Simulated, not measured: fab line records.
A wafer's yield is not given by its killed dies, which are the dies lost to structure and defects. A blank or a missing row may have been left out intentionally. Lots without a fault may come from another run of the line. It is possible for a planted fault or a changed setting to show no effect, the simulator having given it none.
Chamber matching / flow gf180mcu / GF_CONTACT_CMP_04 on cmp-02 has 4 sister chambers
The step polishes SiO2. 8 wafers are shown with their chamber, then 12 later ones without.

WAFERS PAIRED WITH THEIR CHAMBERS
wafer=L090.1; chamber=2; motor current A (A)=15.4; time to endpoint s (s)=109
wafer=L090.5; chamber=3; motor current A (A)=12.1; time to endpoint s (s)=116
wafer=L091.4; chamber=0; motor current A (A)=11.5; time to endpoint s (s)=114
wafer=L091.5; chamber=1; motor current A (A)=11.2; time to endpoint s (s)=116
wafer=L091.6; chamber=2; motor current A (A)=15.5; time to endpoint s (s)=120
wafer=L092.1; chamber=0; motor current A (A)=11.1; time to endpoint s (s)=113
wafer=L092.2; chamber=3; motor current A (A)=12.8; time to endpoint s (s)=114
wafer=L092.5; chamber=1; motor current A (A)=10.6; time to endpoint s (s)=114

WAFERS WITHOUT THEIR CHAMBER
wafer=L093.3; motor current A (A)=15.9; time to endpoint s (s)=104
wafer=L093.4; motor current A (A)=12.1; time to endpoint s (s)=103
wafer=L093.6; motor current A (A)=12.8; time to endpoint s (s)=118
wafer=L094.3; motor current A (A)=11.9; time to endpoint s (s)=105
wafer=L094.4; motor current A (A)=15.5; time to endpoint s (s)=119
wafer=L094.5; motor current A (A)=15.4; time to endpoint s (s)=113
wafer=L096.2; motor current A (A)=16.0; time to endpoint s (s)=100
wafer=L096.3; motor current A (A)=10.7; time to endpoint s (s)=103
wafer=L096.4; motor current A (A)=11.9; time to endpoint s (s)=124
wafer=L097.1; motor current A (A)=15.5; time to endpoint s (s)=107
wafer=L097.2; motor current A (A)=12.5; time to endpoint s (s)=105
wafer=L097.6; motor current A (A)=10.6; time to endpoint s (s)=116

EACH ONE'S CHAMBER
wafer=L093.3; from the rows above=2; in truth=2
wafer=L093.4; from the rows above=can't be placed: 3 or 0 or 1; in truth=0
wafer=L093.6; from the rows above=3; in truth=3
wafer=L094.3; from the rows above=can't be placed: 0 or 3 or 1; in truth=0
wafer=L094.4; from the rows above=2; in truth=2
wafer=L094.5; from the rows above=2; in truth=2
wafer=L096.2; from the rows above=2; in truth=2
wafer=L096.3; from the rows above=can't be placed: 1 or 0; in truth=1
wafer=L096.4; from the rows above=can't be placed: 3 or 0 or 1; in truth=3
wafer=L097.1; from the rows above=2; in truth=2
wafer=L097.2; from the rows above=can't be placed: 3 or 0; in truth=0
wafer=L097.6; from the rows above=can't be placed: 1 or 0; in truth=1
6 of 12 placed correctly. Not placeable from these rows: 6 (in 6, the candidates include the true chamber). Wrongly placed: 0.
How it was worked out, from the rows above alone: a wafer's distance from a chamber is the root of the sum, over the readings, of the square of ((its reading less the chamber's mean) divided by the reading's scatter). The wafer belongs to the nearest chamber; if the next one is less than 2 further off, it can't be placed. A chamber's mean is the mean of its shown wafers. The scatter: take each reading less its chamber's mean, square it, sum over the shown wafers, divide by the number of wafers less the number of chambers, and take the root.
